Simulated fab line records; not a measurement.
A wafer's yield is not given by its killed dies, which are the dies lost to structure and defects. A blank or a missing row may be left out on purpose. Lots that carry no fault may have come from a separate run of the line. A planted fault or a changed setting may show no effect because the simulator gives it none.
A lot that was struck, set against a sound lot | flow sky130 | 17 out of 708 route steps
Sound: wafers L272.1, L272.4, L272.5. Struck: wafers L281.1, L281.2, L281.6. The cause comes at the end.
Order at every step that has rows: each side's tool, ch and its chambers, its first start. Under that, the readings that differ: sound wafers | struck wafers | difference of the means | sigmas: that difference in standard deviations of wafers without a fault.
alike: same words and numbers on both sides, and readings whose means sit less than 2 such deviations apart. not compared: any withheld reading, any reading some wafer has no value for, any bound like >300 that may hide the same value, and any number with overlapping values for which the record gives no deviation.
Wherever a step has rows on one side only, a row that says differs or no value, or a row with sigmas, the two part there. Numbers that have no deviation but don't overlap get no sigmas and don't part them. Lack of a reading on every wafer of one side parts them only where that side has two or more wafers.

first, 1 step without rows for these wafers: SKY_VT_ADJUST_LVTN_IMPLANT_19.
SKY_VT_ADJUST_LVTN_STRIP_20: strips in O2/N2.
  sound on plasma asher-03 ch 0,1, day 10 16:45; struck on plasma asher-02 ch 0,1, day 13 03:12
  reading               | sound             | struck            | difference | sigmas
  oes product au (a.u.) | 0.720 0.723 0.721 | 0.710 0.713 0.712 | -0.010     | -2
  alike: chamber pressure mTorr, drypump motor current A, strip time to endpoint s
  not compared: rf hours counter h
SKY_VT_ADJUST_LVTN_TW_MEAS_21:
  sound on film metro-02 at day 10 16:51; struck on film metro-02 at day 13 03:18
  alike: VT_ADJUST_LVTN_2_TW
then, 7 steps without rows for these wafers: SKY_VT_ADJUST_NCORE_DEHYDRATE_00 (time 60 s); SKY_VT_ADJUST_NCORE_HMDS_01 (prime time 60 s); SKY_VT_ADJUST_NCORE_COAT_02 (resist thk 1140 nm); SKY_VT_ADJUST_NCORE_SOFTBAKE_03 (time 60 s); SKY_VT_ADJUST_NCORE_EXPOSE_04 (exposes mask LVTN COMPLEMENT THIN, target cd 380 nm); SKY_VT_ADJUST_NCORE_PEB_05; SKY_VT_ADJUST_NCORE_DEVELOP_06 (develop time 60 s).
SKY_VT_ADJUST_NCORE_CD_MEAS_07 targets a cd of 380 nm.
  sound on cd sem-01 at day 11 16:04; struck on cd sem-01 at day 14 04:31
  alike: cd nm
SKY_VT_ADJUST_NCORE_OVL_MEAS_08:
  sound on overlay-01 at day 11 16:11; struck on overlay-02 at day 14 04:38
  alike: VT_ADJUST_NCORE_OVL
SKY_VT_ADJUST_NCORE_IMPLANT_09:
  sound on implanter-03 ch 0, day 11 16:13; struck on implanter-03 ch 0, day 14 04:40
  reading            | sound                          | struck                        | difference | sigmas
  dose ions cm2      | 2.402e+12 2.4043e+12 2.397e+12 | 6.138e+11 6.169e+11 6.144e+11 | -1.786e+12 | -99 or more
  faraday current uA | 13.22 13.42 13.27              | 3.35 3.37 3.57                | -9.87      | -39
SKY_VT_ADJUST_NCORE_STRIP_10: strips in O2/N2.
  sound on plasma asher-04 ch 0, day 11 16:22; struck on plasma asher-04 ch 0,1, day 14 04:49
  alike: chamber pressure mTorr, drypump motor current A, oes product au, strip time to endpoint s
  not compared: rf hours counter h
SKY_VT_ADJUST_NCORE_TW_MEAS_11:
  sound on film metro-03 at day 11 16:28; struck on film metro-03 at day 14 04:55
  reading            | sound             | struck            | difference | sigmas
  VT_ADJUST_NCORE_TW | 220.8 218.3 218.6 | 151.4 152.1 151.6 | -67.5      | -26
then, 1 step without rows for these wafers: SKY_VT_ADJUST_HVTR_DEHYDRATE_00 (time 60 s).
-- here the record skips 36 days between the struck wafers' starts before and after, leaving off in module VT_ADJUST_HVTR and picking up in module PAD_OPEN (first step shown: number 708 of the route) --
SKY_PAD_OPEN_PROBE_99:
  sound on prober-01 at day 48 16:56; struck on prober-01 at day 50 03:46
  reading                                    | sound                         | struck                        | difference | sigmas
  model.etest.nfet_16v.r on ohm um           | 1.399e+04 1.392e+04 1.385e+04 | 1.152e+04 1.158e+04 1.137e+04 | -2.430e+03 |
  model.etest.pfet_16v.r on ohm um           | 1.494e+04 1.524e+04 1.456e+04 | 1.714e+04 1.776e+04 1.751e+04 | +2.557e+03 |
  model.etest.pfet g5v0d10v5.r on ohm um     | 4649 4719 4625                | 5638 5662 5657                | +988       |
  model.etest.tip p.rs ohm sq                | 6945 6955 6957                | 7428 7440 7463                | +491       |
  model.etest.pfet_01v8.r on ohm um          | 2880 2996 2890                | 3165 3084 3118                | +200       |
  model.etest.res pwell under gate.rs ohm sq | 2306 2286 2286                | 2552 2527 2533                | +245       |
  model.etest.nfet g5v0d10v5.r on ohm um     | 1840 1889 1839                | 1645 1641 1629                | -218       |
  model.etest.tip_p_5v.rs ohm sq             | 2832 2827 2826                | 3018 3033 3033                | +200       |
  alike: killed_at_M0_to_M3, killed_at_M4_up, killed at contacts, killed at front end, killed at other, killed dies, killed open, killed short

WHERE THEY PART
At SKY_VT_ADJUST_LVTN_STRIP_20 first; at SKY_VT_ADJUST_NCORE_TW_MEAS_11 last (within this record only). Later steps at which nothing parts them and some readings are alike: SKY_PAD_OPEN_PROBE_99.

WHY: what the simulator had put in
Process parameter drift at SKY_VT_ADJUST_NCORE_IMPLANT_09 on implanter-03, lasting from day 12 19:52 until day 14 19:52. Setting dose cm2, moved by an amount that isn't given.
